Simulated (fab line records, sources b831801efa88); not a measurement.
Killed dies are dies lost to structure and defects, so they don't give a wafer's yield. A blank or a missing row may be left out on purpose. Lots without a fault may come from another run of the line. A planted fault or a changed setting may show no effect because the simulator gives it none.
Split-lot experiment | flow sky130 | 5 lots, 23 wafers read, on a route of 708 steps

THE SPLIT
At SKY_LI_CONTACT_CVD_21 (deposits W, target thk 400 nm, time 120.56 s), the setting pressure_torr was moved away from the recipe's 40 Torr on 10 of the 23 wafers read, by -4.5% to +9.3%. The other wafers ran this setting at the recipe's value.

The file shows no step between the split and the reading.

THE READING
LI_CONTACT_W_THK, in nm, at SKY_LI_CONTACT_THK_MEAS_23 (measures by xrf). Fault-free wafers of this fab line usually give 400 nm, standard deviation 5.1 nm.

wafer  | tool, chamber at the split | pressure_torr as run, Torr | against the recipe | LI_CONTACT_W_THK, nm | against lot-mates on the recipe
L077.1 | cvd_w-01, 0                | 38.2                       | -4.5%              | 386                  | no lot-mate on the recipe
L077.2 | cvd_w-01, 1                | 38.2                       | -4.5%              | 387                  | no lot-mate on the recipe
L077.3 | cvd_w-01, 0                | 38.2                       | -4.5%              | 387                  | no lot-mate on the recipe
L077.5 | cvd_w-01, 1                | 38.2                       | -4.5%              | 389                  | no lot-mate on the recipe
L077.6 | cvd_w-01, 0                | 38.2                       | -4.5%              | 384                  | no lot-mate on the recipe
L080.2 | cvd_w-01, 1                | 40                         | recipe             | 401                  | -
L080.4 | cvd_w-01, 0                | 40                         | recipe             | 401                  | -
L080.5 | cvd_w-01, 1                | 40                         | recipe             | 406                  | -
L082.1 | cvd_w-02, 0                | 40                         | recipe             | 397                  | -
L082.3 | cvd_w-02, 0                | 40                         | recipe             | 395                  | -
L082.4 | cvd_w-02, 0                | 40                         | recipe             | 401                  | -
L082.5 | cvd_w-02, 0                | 40                         | recipe             | 398                  | -
L082.6 | cvd_w-02, 0                | 40                         | recipe             | 393                  | -
L084.1 | cvd_w-01, 0                | 43.71                      | +9.3%              | 415                  | no lot-mate on the recipe
L084.2 | cvd_w-01, 0                | 43.71                      | +9.3%              | 415                  | no lot-mate on the recipe
L084.3 | cvd_w-01, 0                | 43.71                      | +9.3%              | 419                  | no lot-mate on the recipe
L084.5 | cvd_w-01, 0                | 43.71                      | +9.3%              | 418                  | no lot-mate on the recipe
L084.6 | cvd_w-01, 0                | 43.71                      | +9.3%              | 416                  | no lot-mate on the recipe
L085.1 | cvd_w-02, 0                | 40                         | recipe             | 395                  | -
L085.2 | cvd_w-02, 1                | 40                         | recipe             | 403                  | -
L085.3 | cvd_w-02, 1                | 40                         | recipe             | 400                  | -
L085.4 | cvd_w-02, 0                | 40                         | recipe             | 396                  | -
L085.5 | cvd_w-02, 0                | 40                         | recipe             | 395                  | -

THE FIT
A straight line over all 23 wafers: LI_CONTACT_W_THK changes by +2.12 nm for each +1% of pressure_torr; r = +0.95; the points scatter about the line by 3.3 nm.
Too few moved wafers have a lot-mate on the recipe to fit a line with each lot's own level taken away.

THE WHOLE CHAIN: every reading that the file lists as answering this split, in the file's order
step                       | what it does                                 | reading                                                                        | change (the file's fit)              | r (the file's)
SKY_LI_CONTACT_CVD_21      | deposits W, target thk 400 nm, time 120.56 s | W_of_LI_CONTACT_CVD_21.thk_nm (the simulator's own value, which no gauge read) | +1.96 nm for each +1% of the setting | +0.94
SKY_LI_CONTACT_THK_MEAS_23 | measures by xrf                              | LI_CONTACT_W_THK                                                               | +2.1 for each +1% of the setting     | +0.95

THE FILE'S OWN FIT
LI_CONTACT_W_THK changes by +2.1 nm for each +1% of pressure_torr, r = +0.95.
